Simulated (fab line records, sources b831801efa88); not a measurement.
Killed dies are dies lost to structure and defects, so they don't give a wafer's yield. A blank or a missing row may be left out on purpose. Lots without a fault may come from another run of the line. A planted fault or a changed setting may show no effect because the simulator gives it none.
fab line records | flow gf180mcu
record lots=7 wafers=21 last_day=34
route steps=602 shown M5@530 V5@540
lots that met no fault: from a run of the same line without faults
start_h: hours from the record's first day to the start of the lot's first wafer shown | wait_h: hours since the lot's step before | " the same as in the row above | L1.1+2: a row that stands for several wafers | - no value, or no start given | * or withheld: withheld | < > ~ a bound
route shown NAME@n: a module of which the file shows steps, and the number in the route of the first | usual: mean/standard deviation of fault-free wafers | same: alike in all rows | chamber/n: place in a boat | sites: the reading at each site | _std_site: their standard deviation | _edge_site: outer sites' mean less inner sites' | radius_mm: how far each site lies from the wafer's centre | mask NAME#n: copy n | behind: the tool/chamber that last shaped the wafer | hold: why the lot was held/for how many hours/how that ended | device: the transistor (n, p or np) that didn't switch | end of line: the same wafers' tests at the end of the route | a step without rows: its recipe alone | killed: dies lost to structure and defects at the first sort, not the wafer's yield | map: a wafer's dies, x killed, . not, _ none there
set.NAME: the setting as run; set.NAME@STEP: as run at that earlier step | model.NAME: the simulator's own value behind a step, which no gauge read
lots at some steps of the route; a table a step, a row a wafer
services: from which hour (start_h, from the record's first day; less than 0 if before it) a tool's chamber was out of use, for how many hours, and why
## steps
# step GF_M5_EXPOSE_04
# recipe mask_id=Metal5 target_cd_nm=280 na=0.68 source_shape=conventional sigma_outer=0.6 dose_mj=28
# step GF_M5_PEB_05
# recipe peb_temp_c=135 peb_time_s=90 resist=KrF
# step GF_M5_DEVELOP_06
# recipe develop_time_s=60 dev_temp_c=21
# step GF_M5_CD_MEAS_07
# recipe target_cd_nm=280
# usual cd_nm=280.4/1.1
# columns lot.wafer tool chamber start_h wait_h cd_nm
L586.3 cd_sem-02 - 626.49 0.1 281.1
L586.4 " - " " 281.2
L586.5 " - " " 280.3
L587.2 cd_sem-02 - 627.87 0.1 280.9
L587.3 " - " " 281.3
L587.5 " - " " 280.4
L599.1 cd_sem-02 - 722.90 0.1 280.2
L599.4 " - " " 279.3
L599.5 " - " " 278.7
L600.1 cd_sem-01 - 724.20 0.1 280.5
L600.3 " - " " 282.3
L600.6 " - " " 281.6
L601.1 cd_sem-02 - 735.65 0.1 281.3
L601.5 " - " " 280.2
L601.6 " - " " 280.9
L604.1 cd_sem-01 - 745.25 0.1 281.4
L604.4 " - " " 281.9
L604.6 " - " " 280.0
L606.1 cd_sem-02 - 759.35 0.1 281.9
L606.2 " - " " 282.3
L606.3 " - " " 283.2
# step GF_M5_OVL_MEAS_08
# usual M5_OVL=0/6.3
# columns lot.wafer tool chamber start_h wait_h M5_OVL[nm]
L586.3 overlay-01 - 626.58 0.1 3
L586.4 " - " " -2
L586.5 " - " " 6
L587.2 overlay-01 - 627.98 0.1 1
L587.3 " - " " -7
L587.5 " - " " -12
L599.1 overlay-01 - 723.02 0.1 6
L599.4 " - " " 6
L599.5 " - " " 12
L600.1 overlay-02 - 724.32 0.1 14
L600.3 " - " " 16
L600.6 " - " " 21
L601.1 overlay-01 - 735.77 0.1 3
L601.5 " - " " 2
L601.6 " - " " 7
L604.1 overlay-02 - 745.37 0.1 -1
L604.4 " - " " 0
L604.6 " - " " -5
L606.1 overlay-01 - 759.47 0.1 11
L606.2 " - " " 12
L606.3 " - " " 14
# step GF_M5_ETCH_09
# recipe chemistry=CF4/O2 target=Si3N4 target_depth_nm=52 source_w=800 bias_w=150 pressure_mtorr=150 cf4_flow_sccm=80 O2_flow_sccm=10 time_s=11.6
# usual drypump_motor_current_A=5.8/0.35 oes_product_au=1.000/0.0078 throttle_valve_pct=5.970/0.0091
# same time_s=11.6
# columns lot.wafer tool chamber start_h wait_h drypump_motor_current_A oes_product_au rf_hours_counter_h throttle_valve_pct
L586.3 rie_diel-03 2 626.61 0.0 5.6 1.006 9 5.959
L586.4 " 1 " " 5.5 0.992 9 5.986
L586.5 " 3 " " 5.4 0.987 - 5.995
L587.2 rie_diel-01 2 628.01 0.0 6.5 0.984 0 5.973
L587.3 " 1 " " 5.8 1.010 17 5.966
L587.5 " 2 " " 6.4 0.988 - 5.964
L599.1 rie_diel-01 3 723.05 0.0 5.7 0.993 9 5.981
L599.4 " 2 " " 6.4 0.997 3 5.978
L599.5 " 0 " " 5.3 0.996 - 5.972
L600.1 rie_diel-02 2 724.35 0.0 6.3 1.004 44 5.974
L600.3 " 0 " " 6.1 0.989 25 5.978
L600.6 " 3 " " 5.6 0.993 - 5.975
L601.1 rie_diel-01 2 735.80 0.0 6.4 1.005 4 5.966
L601.5 " 1 " " 5.8 1.010 - 5.970
L601.6 " 2 " " 6.5 1.004 - 5.966
L604.1 rie_diel-03 1 745.40 0.0 5.5 1.005 14 5.977
L604.4 " 3 " " 5.3 0.998 44 5.970
L604.6 " 3 " " 5.3 1.003 - 5.972
L606.1 rie_diel-03 0 759.51 0.0 5.7 1.003 15 5.952
L606.2 " 3 " " 5.3 0.998 45 5.965
L606.3 " 1 " " 5.5 1.005 15 5.968
# step GF_M5_METAL_ETCH_10
# recipe chemistry=Cl2/BCl3 mask_material=KrF target_depth_nm=627.5 stop_on=SiO2 pressure_mtorr=8 icp_w=800 bias_w=140 Cl2_flow_sccm=80 bcl3_flow_sccm=40 time_s=104.6
# usual bcl3_flow_sccm=39.99/0.14 drypump_motor_current_A=6.20/0.25 oes_product_au=0.972/0.0062 throttle_valve_pct=28.249/0.0094
# same time_s=104.6
# columns lot.wafer tool chamber start_h wait_h bcl3_flow_sccm drypump_motor_current_A oes_product_au rf_hours_counter_h throttle_valve_pct
L586.3 rie_metal-01 1 626.71 0.1 40.02 6.30 0.975 - 28.237
L586.4 " 1 " " 39.99 6.33 0.971 - 28.251
L586.5 " 1 " " 40.03 6.35 0.977 - 28.250
L587.2 rie_metal-04 1 628.07 0.0 39.76 5.87 0.977 - 28.233
L587.3 " 1 " " 39.94 5.90 0.961 - 28.240
L587.5 " 1 " " 39.93 5.87 0.974 - 28.246
L599.1 rie_metal-04 1 723.08 0.0 39.84 5.91 0.970 14 28.253
L599.4 " 1 " " 39.77 5.89 0.980 - 28.244
L599.5 " 0 " " 39.77 6.30 0.976 - 28.238
L600.1 rie_metal-01 1 724.38 0.0 40.05 6.42 0.966 6 28.266
L600.3 " 1 " " 39.93 6.39 0.970 - 28.232
L600.6 " 1 " " 40.16 6.39 0.982 - 28.249
L601.1 rie_metal-01 1 735.83 0.0 40.03 6.44 0.975 7 28.251
L601.5 " 1 " " 40.14 6.41 0.972 - 28.233
L601.6 " 0 " " 39.86 6.38 0.985 - 28.244
L604.1 rie_metal-04 0 745.43 0.0 39.91 6.27 0.979 15 28.252
L604.4 " 0 " " 40.12 6.31 0.977 - 28.251
L604.6 " 0 " " 40.03 6.28 0.975 - 28.253
L606.1 rie_metal-03 0 759.53 0.0 40.01 5.64 0.967 3 28.247
L606.2 " 1 " " 39.88 6.04 0.971 7 28.262
L606.3 " 1 " " 40.07 6.04 0.974 - 28.252
# step GF_M5_STRIP_11
# recipe chemistry=O2/N2 power_w=1400 pressure_mtorr=1500 platen_temp_c=250 o2_flow_sccm=3000 n2_flow_sccm=300 overash_fraction=0.5
# usual drypump_motor_current_A=5.62/0.29 heater_power_w=320/9.7 oes_product_au=0.543/0.0052 strip_time_to_endpoint_s=7.53/0.052
# columns lot.wafer tool chamber start_h wait_h drypump_motor_current_A heater_power_w oes_product_au rf_hours_counter_h strip_time_to_endpoint_s
L586.3 plasma_asher-03 1 626.89 0.1 6.22 334 0.540 - 7.50
L586.4 " 0 " " 5.41 332 0.541 - 7.56
L586.5 " 1 " " 6.21 334 0.548 - 7.55
L587.2 plasma_asher-01 0 628.25 0.1 5.51 318 0.538 105 7.54
L587.3 " 1 " " 5.31 319 0.543 - 7.52
L587.5 " 1 " " 5.31 332 0.548 - 7.55
L599.1 plasma_asher-01 1 723.19 0.1 5.31 321 0.548 115 7.52
L599.4 " 1 " " 5.33 323 0.543 - 7.57
L599.5 " 0 " " 5.54 312 0.542 - 7.53
L600.1 plasma_asher-02 0 724.60 0.2 5.55 324 0.547 29 7.51
L600.3 " 1 " " 5.85 311 0.547 - 7.55
L600.6 " 1 " " 5.85 305 0.544 - 7.51
L601.1 plasma_asher-02 0 735.94 0.1 5.55 318 0.535 30 7.42
L601.5 " 0 " " 5.50 323 0.536 - 7.40
L601.6 " 1 " " 5.86 303 0.541 - 7.44
L604.1 plasma_asher-02 0 745.65 0.2 5.56 326 0.533 31 7.43
L604.4 " 1 " " 5.83 308 0.541 - 7.42
L604.6 " 1 " " 5.83 309 0.535 - 7.42
L606.1 plasma_asher-03 0 759.64 0.1 5.43 336 0.537 97 7.49
L606.2 " 1 " " 6.22 332 0.546 97 7.51
L606.3 " 0 " " 5.43 338 0.546 - 7.52
# step GF_M5_STRIP_12
# recipe chemistry=post_etch_residue_remover time_s=1200 temp_c=72.5
# step GF_M5_CLEAN_13
# recipe chemistry=DIW dry=n2_spin
# step GF_V5_CVD_00
# recipe material=SiO2 target_thk_nm=300 sigma_open_frac=0.3 temp_c=400 time_s=50 sih4_flow_sccm=60 pressure_mtorr=6
# step GF_V5_THK_MEAS_01
# recipe reads=SiO2_of_V5_CVD_00
# usual V5_CVD_00_THK=300.7/2.9
# columns lot.wafer tool chamber start_h wait_h V5_CVD_00_THK[nm]
L586.3 film_metro-02 - 627.46 0.0 297.3
L586.4 " - " " 307.4
L586.5 " - " " 301.0
L587.2 film_metro-04 - 628.87 0.0 298.1
L587.3 " - " " 303.9
L587.5 " - " " 304.2
L599.1 film_metro-01 - 723.78 0.0 295.9
L599.4 " - " " 296.9
L599.5 " - " " 299.6
L600.1 film_metro-04 - 725.18 0.0 300.7
L600.3 " - " " 299.8
L600.6 " - " " 297.9
L601.1 film_metro-01 - 736.52 0.0 301.9
L601.5 " - " " 293.0
L601.6 " - " " 300.8
L604.1 film_metro-01 - 746.23 0.0 304.8
L604.4 " - " " 301.0
L604.6 " - " " 303.0
L606.1 film_metro-02 - 760.34 0.0 303.5
L606.2 " - " " 304.2
L606.3 " - " " 299.0
# step GF_V5_CVD_02
# recipe material=SiO2 target_thk_nm=1450 precursor=TEOS temp_c=400 time_s=163.28 rf_w=600
# usual heater_power_outer_w=337/95 heater_power_w=608/170 time_s=163.28/0
# columns lot.wafer tool chamber start_h wait_h heater_power_outer_w heater_power_w time_s
L586.3 pecvd-03 0 627.56 0.1 560 973 163.28
L586.4 " 2 " " 349 741 163.28
L586.5 " 2 " " 424 854 163.28
L587.2 pecvd-02 1 628.92 0.0 363 648 163.28
L587.3 " 0 " " 179 321 163.28
L587.5 " 0 " " 229 394 163.28
L599.1 pecvd-03 0 723.84 0.1 - - -
L599.4 " 2 " " - - -
L599.5 " 0 " " - - -
L600.1 pecvd-04 2 725.24 0.1 - - -
L600.3 " 0 " " - - -
L600.6 " 0 " " - - -
L601.1 pecvd-04 2 736.58 0.1 - - -
L601.5 " 0 " " - - -
L601.6 " 2 " " - - -
L604.1 pecvd-02 0 746.29 0.1 214 377 163.28
L604.4 " 2 " " 296 482 163.28
L604.6 " 1 " " 429 754 163.28
L606.1 pecvd-02 1 760.40 0.1 422 750 163.28
L606.2 " 0 " " 234 394 163.28
L606.3 " 2 " " 391 622 163.28
# step GF_V5_CMP_04
# recipe material=SiO2 down_force_psi=4 platen_rpm=60 pad_velocity_m_s=0.94248
# usual motor_current_A=12.2/1.4
# columns lot.wafer tool chamber start_h wait_h motor_current_A
L586.4 cmp-01 3 627.90 0.2 14.1
L586.3 " 1 " " 11.2
L586.5 " 3 " " 15.0
L587.2 cmp-01 2 629.14 0.0 11.3
L587.3 " 1 " " 10.8
L587.5 " 2 " " 11.1
L599.4 cmp-02 0 724.07 0.1 14.6
L599.1 " 3 " " 12.0
L599.5 " 1 " " 11.2
L600.1 cmp-01 1 725.46 0.1 11.9
L600.3 " 3 " " 14.1
L600.6 " 1 " " 11.0
L601.1 cmp-01 3 736.80 0.1 14.8
L601.6 " 3 " " 14.6
L601.5 " 0 " " 11.3
L604.4 cmp-01 2 746.56 0.1 11.8
L604.1 " 3 " " 13.7
L604.6 " 1 " " 11.3
L606.2 cmp-02 1 760.57 0.0 11.3
L606.3 " 2 " " 12.3
L606.1 " 0 " " 15.5
# step GF_V5_BOW_MEAS_05
# recipe mode=bow
# usual V5_BOW=135/9.7
# columns lot.wafer tool chamber start_h wait_h V5_BOW[um]
L586.3 film_metro-02 - 628.24 0.2 145
L586.4 " - " " 155
L586.5 " - " " 156
L587.2 film_metro-04 - 629.46 0.3 151
L587.3 " - " " 143
L587.5 " - " " 138
L599.1 film_metro-04 - 724.37 0.1 108
L599.4 " - " " 102
L599.5 " - " " 104
L600.1 film_metro-04 - 725.71 0.2 116
L600.3 " - " " 107
L600.6 " - " " 105
L601.1 film_metro-01 - 737.10 0.2 90
L601.5 " - " " 89
L601.6 " - " " 86
L604.1 film_metro-02 - 746.76 0.1 132
L604.4 " - " " 144
L604.6 " - " " 144
L606.1 film_metro-04 - 760.87 0.1 135
L606.2 " - " " 131
L606.3 " - " " 139
# step GF_V5_DEHYDRATE_06
# recipe temp_c=200 time_s=60
# step GF_V5_HMDS_07
# recipe prime_time_s=60 prime_temp_c=120
# step GF_V5_COAT_08
# recipe resist=BARC temp_c=withheld time_s=withheld spin_rpm=withheld resist_thk_nm=withheld
# step GF_V5_COAT_09
# recipe resist=KrF spin_rpm=withheld resist_thk_nm=1000
# step GF_V5_SOFTBAKE_10
# recipe temp_c=130 time_s=60 resist=KrF
# step GF_V5_EXPOSE_11
# recipe mask_id=Via5 target_cd_nm=260 na=0.68 source_shape=conventional sigma_outer=0.6 dose_mj=38
# step GF_V5_PEB_12
# recipe peb_temp_c=135 peb_time_s=90 resist=KrF
# step GF_V5_DEVELOP_13
# recipe develop_time_s=60 resist=KrF dev_temp_c=21
# step GF_V5_CD_MEAS_14
# recipe target_cd_nm=260
# usual cd_nm=259.7/1.2
# columns lot.wafer tool chamber start_h wait_h cd_nm
L586.3 cd_sem-02 - 648.74 0.1 259.2
L586.4 " - " " 258.8
L586.5 " - " " 257.9
L587.2 cd_sem-02 - 649.82 0.1 260.0
L587.3 " - " " 261.0
L587.5 " - " " 260.5
L599.1 cd_sem-02 - 741.50 0.1 260.7
L599.4 " - " " 261.2
L599.5 " - " " 260.2
L600.1 cd_sem-01 - 743.40 0.1 259.5
L600.3 " - " " 259.6
L600.6 " - " " 259.6
L601.1 cd_sem-01 - 753.52 0.2 260.8
L601.5 " - " " 260.6
L601.6 " - " " 261.0
L604.1 cd_sem-01 - 763.45 0.1 261.7
L604.4 " - " " 261.8
L604.6 " - " " 259.8
L606.1 cd_sem-02 - 777.15 0.1 260.1
L606.2 " - " " 259.3
L606.3 " - " " 259.5
# step GF_V5_OVL_MEAS_15
# usual V5_OVL=2/5.4
# columns lot.wafer tool chamber start_h wait_h V5_OVL[nm]
L586.3 overlay-02 - 648.83 0.1 3
L586.4 " - " " 6
L586.5 " - " " 4
L587.2 overlay-01 - 649.93 0.1 -1
L587.3 " - " " -1
L587.5 " - " " -4
L599.1 overlay-01 - 741.62 0.1 1
L599.4 " - " " 1
L599.5 " - " " 0
L600.1 overlay-02 - 743.52 0.1 2
L600.3 " - " " 2
L600.6 " - " " 8
L601.1 overlay-02 - 753.64 0.1 2
L601.5 " - " " -1
L601.6 " - " " -3
L604.1 overlay-02 - 763.57 0.1 16
L604.4 " - " " 15
L604.6 " - " " 5
L606.1 overlay-02 - 777.27 0.1 -1
L606.2 " - " " -2
L606.3 " - " " -1
# step GF_V5_ETCH_16
# recipe chemistry=N2/H2 target_depth_a=withheld overetch_a=withheld time_s=withheld target=BARC ion_energy_ev=200 source_w=500 bias_w=100 pressure_mtorr=30 n2_flow_sccm=100 h2_flow_sccm=200
# usual drypump_motor_current_A=5.9/0.38 oes_product_au=0.855/0.0044 throttle_valve_pct=13.225/0.0087
# columns lot.wafer tool chamber start_h wait_h drypump_motor_current_A oes_product_au throttle_valve_pct
L586.3 rie_diel-04 2 648.86 0.0 5.1 0.849 13.230
L586.4 " 3 " " 6.0 0.862 13.239
L586.5 " 0 " " 6.1 0.856 13.237
L587.2 rie_diel-02 0 649.96 0.0 6.1 0.859 13.223
L587.3 " 1 " " 6.0 0.856 13.230
L587.5 " 0 " " 6.1 0.856 13.214
L599.1 rie_diel-02 1 741.66 0.0 6.0 0.854 13.236
L599.4 " 2 " " 6.2 0.858 13.232
L599.5 " 2 " " 6.2 0.852 13.227
L600.1 rie_diel-04 2 743.56 0.0 5.1 0.851 13.224
L600.3 " 0 " " 6.1 0.850 13.223
L600.6 " 1 " " 6.7 0.851 13.230
L601.1 rie_diel-04 2 753.68 0.0 5.1 0.854 13.221
L601.5 " 3 " " 6.0 0.858 13.207
L601.6 " 0 " " 6.1 0.854 13.216
L604.1 rie_diel-02 3 763.61 0.0 5.6 0.846 13.226
L604.4 " 2 " " 6.2 0.855 13.241
L604.6 " 2 " " 6.2 0.857 13.217
L606.1 rie_diel-02 1 777.30 0.0 6.0 0.859 13.229
L606.2 " 0 " " 6.1 0.856 13.234
L606.3 " 3 " " 5.6 0.849 13.236
# step GF_V5_ETCH_17
# recipe chemistry=C4F8/O2/Ar mask_material=KrF target=SiO2 stop_on=TiN source_w=1500 bias_w=1200 pressure_mtorr=40 c4f8_flow_sccm=withheld O2_flow_sccm=6 Ar_flow_sccm=300 time_s=withheld target_depth_a=8550
# usual oes_product_au=0.860/0.0046
# columns lot.wafer tool chamber start_h wait_h oes_product_au model.V5.feature_depth_nm model.etch.depth_nm
L586.3 rie_diel-04 2 - - 0.857 854.6 854.6
L586.4 " 3 " " 0.863 854.9 854.9
L586.5 " 0 " " 0.866 854.7 854.7
L587.2 rie_diel-02 0 - - 0.858 854.1 854.1
L587.3 " 1 " " 0.862 852.9 852.9
L587.5 " 0 " " 0.861 853.9 853.9
L599.1 rie_diel-02 1 - - 0.555 296 296
L599.4 " 2 " " 0.545 297.1 297.1
L599.5 " 2 " " 0.543 299.7 299.7
L600.1 rie_diel-04 2 - - 0.550 300.6 300.6
L600.3 " 0 " " 0.552 299.9 299.9
L600.6 " 1 " " 0.549 297.8 297.8
L601.1 rie_diel-04 2 - - 0.547 301.7 301.7
L601.5 " 3 " " 0.541 293 293
L601.6 " 0 " " 0.544 300.9 300.9
L604.1 rie_diel-02 3 - - 0.863 854.3 854.3
L604.4 " 2 " " 0.857 853.6 853.6
L604.6 " 2 " " 0.860 853.7 853.7
L606.1 rie_diel-02 1 - - 0.848 854.7 854.7
L606.2 " 0 " " 0.858 854.6 854.6
L606.3 " 3 " " 0.862 855.2 855.2
# step GF_V5_STRIP_18
# recipe chemistry=O2/N2 power_w=1400 pressure_mtorr=1500 platen_temp_c=250 o2_flow_sccm=3000 n2_flow_sccm=300 overash_fraction=0.5
## services
# columns tool chamber start_h hours kind
rie_diel-01 1 608.02 3.5 repair
rie_metal-01 0 618.27 8.9 repair
rie_diel-02 2 620.68 12.8 repair
pecvd-02 2 625.20 23.4 repair
pecvd-03 1 626.78 15.3 repair
rie_metal-04 0 627.86 2.7 repair
cmp-01 - 647.93 2.7 pm
cmp-02 - 649.32 9.6 repair
rie_diel-01 1 650.19 8.3 repair
rie_diel-04 - 673.03 4.0 pm
plasma_asher-03 - 680.74 9.8 repair
rie_diel-03 2 685.78 15.3 repair
rie_diel-01 - 687.47 0.9 repair
rie_diel-03 - 698.43 2.2 repair
rie_diel-03 3 700.65 8.7 repair
pecvd-02 - 705.70 6.0 pm
rie_diel-04 1 707.90 3.6 repair
plasma_asher-03 - 708.78 1.3 repair
rie_diel-02 2 710.59 7.6 repair
cmp-01 - 718.99 4.0 repair
cmp-01 - 730.80 1.4 repair
plasma_asher-02 - 731.28 2.4 repair
rie_diel-01 3 754.10 3.2 repair
rie_diel-02 2 775.96 4.0 repair
## key
first_sign step=GF_V5_CVD_02 reading=tool_record direction=missing
effect step=GF_V5_BOW_MEAS_05 reading=V5_BOW direction=down sigmas=3.6 usual=135 struck=101
effect step=GF_V5_ETCH_17 reading=oes_product_au direction=down sigmas=68 usual=0.860 struck=0.547
model_effect step=GF_V5_ETCH_17 value=V5.feature_depth_nm without=854.9 struck=298.5
met_at GF_V5_CVD_02
struck_wafers L599.1,L599.4,L599.5,L600.1,L600.3,L600.6,L601.1,L601.5,L601.6
later_rows_left_out L599.1,L599.4,L599.5,L600.1,L600.3,L600.6,L601.1,L601.5,L601.6
sort_left_out L599.1,L599.4,L599.5,L600.1,L600.3,L600.6,L601.1,L601.5,L601.6
onset_between 627.56 723.84
fault kind=skipped_step_whole tool=pecvd-03,pecvd-04 chamber=- onset_h=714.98 steps=GF_V5_CVD_02 scope=struck_lots_only
# sort_left_out: the simulated sort isn't trusted on such a fault, so these wafers' sort isn't shown, and their yield isn't known
# later_rows_left_out: the simulator's readings of these wafers behind a module that went badly wrong aren't trusted and aren't shown, but for the sort
